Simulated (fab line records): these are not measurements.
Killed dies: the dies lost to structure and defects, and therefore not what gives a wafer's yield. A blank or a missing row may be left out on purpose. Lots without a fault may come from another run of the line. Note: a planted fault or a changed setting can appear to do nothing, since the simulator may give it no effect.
A lot that was struck, set against a sound lot || flow sky130 || 22 out of 708 route steps
Sound: the wafers L909.1, L909.2, L909.6. Struck: wafers L915.1, L915.5, L915.6. At the end, the cause is stated.
Per side, at each step with rows, come the tool, then ch with its chambers, and then its first start. Under that, the readings that differ: sound wafers || struck wafers || difference of the means || sigmas: that difference in standard deviations of wafers without a fault.
alike: readings whose means differ by less than 2 such deviations, and words and numbers that are the same on both sides. not compared: withheld readings, readings that some wafer has no value for, bounds like >300 that may hide the same value, and numbers for which the record gives no deviation and whose values overlap.
A row with sigmas, a row that says differs or no value, or rows on one side alone: a step with any of these is where the two part. Non-overlapping numbers with no deviation appear without sigmas and do not part them. A reading that every wafer of one side lacks parts them only if that side has two wafers or more.

first, 4 steps without rows for these wafers: SKY_METAL5_SOFTBAKE_10 (time 60 s); SKY_METAL5_EXPOSE_11 (exposes mask MM5, target cd 1600 nm); SKY_METAL5_PEB_12; SKY_METAL5_DEVELOP_13 (develop time 60 s).
SKY_METAL5_DESCUM_14: chemistry O2, time 11 s.
  sound on rie metal-01 ch 0,1, day 44 19:01; struck on rie metal-03 ch 1, day 46 00:49
  alike: drypump motor current A, oes product au
  not compared: rf hours counter h
SKY_METAL5_METAL_ETCH_15: etches the open film in Cl2/BCl3, stops on SiO2, target depth 1260 nm, time 252 s.
  sound on rie metal-01 ch 0,1, day 44 19:02; struck on rie metal-03 ch 1, day 46 00:53
  alike: drypump motor current A, mfc cl2 sccm, oes product au, throttle valve pct
  not compared: rf hours counter h
SKY_METAL5_STRIP_16: strips in O2/N2.
  sound on plasma asher-01 ch 0,1, day 44 19:17; struck on plasma asher-01 ch 0,1, day 46 01:21
  alike: drypump motor current A, oes product au, strip time to endpoint s
  not compared: rf hours counter h
then, 3 steps without rows for these wafers: SKY_METAL5_STRIP_17 (strips in post etch residue remover, time 1200 s); SKY_METAL5_CLEAN_18 (cleans in IPA, time 180 s); SKY_METAL5_CLEAN_19 (cleans in O3/DIW).
SKY_PASSIVATION_CVD_00: deposits SiO2, target thk 90 nm.
  sound on pecvd-04 ch 0,1,2, day 44 19:53; struck on pecvd-04 ch 0,1,2, day 46 02:01
  alike: heater power outer w, heater power w
SKY_PASSIVATION_THK_MEAS_01:
  struck on film metro-03, day 46 02:02; sound on film metro-03, day 44 19:54
  alike: PASSIVATION_CVD_00_THK
SKY_PASSIVATION_CVD_02: deposits Si3N4, target thk 540 nm.
  sound on pecvd-03 ch 0,2, day 44 19:58; struck on pecvd-01 ch 0,2, day 46 02:06
  no value came back on the struck wafers for heater power outer w (W), heater power w (W); on the sound wafers heater power outer w (W) reads 304 400 337
then, 7 steps without rows for these wafers: SKY_PASSIVATION_DEHYDRATE_04 (time 60 s); SKY_PASSIVATION_HMDS_05 (prime time 60 s); SKY_PASSIVATION_COAT_06 (resist thk 3000 nm); SKY_PASSIVATION_SOFTBAKE_07; SKY_PASSIVATION_EXPOSE_08 (exposes mask NSM, target cd 3000 nm); SKY_PASSIVATION_PEB_09; SKY_PASSIVATION_DEVELOP_10 (develop time 60 s).
SKY_PASSIVATION_ETCH_11: etches the open film in CF4/O2, stops on AlCu, target depth 725 nm, time 161.1 s.
  sound on rie diel-02 ch 2,3, day 45 17:46; struck on rie diel-03 ch 0,1,3, day 46 23:21
{"reading": "oes product au (a.u.)", "sound": "0.965 0.975 0.974", "struck": "0.992 0.994 0.987", "difference": "+0.020", "sigmas": "+3"}
{"reading": "model.PASSIVATION.feature depth nm (nm)", "sound": "691.4 699.3 704.1", "struck": "725 725 716.7", "difference": "+24", "sigmas": ""}
{"reading": "model.etch.depth nm (nm)", "sound": "691.4 699.3 704.1", "struck": "725 725 716.7", "difference": "+24", "sigmas": ""}
  alike: drypump motor current A, throttle valve pct
  not compared: rf hours counter h
SKY_PASSIVATION_STRIP_12: strips in O2/N2.
  sound on plasma asher-04 ch 0,1, day 45 17:52; struck on plasma asher-04 ch 0,1, day 46 23:28
  alike: drypump motor current A, oes product au, strip time to endpoint s
  not compared: rf hours counter h

WHERE THEY PART
Earliest at SKY_PASSIVATION_CVD_02; latest, in this record, at SKY_PASSIVATION_ETCH_11. Later steps at which nothing parts them and some readings are alike: SKY_PASSIVATION_STRIP_12.

WHY: what the simulator had put in
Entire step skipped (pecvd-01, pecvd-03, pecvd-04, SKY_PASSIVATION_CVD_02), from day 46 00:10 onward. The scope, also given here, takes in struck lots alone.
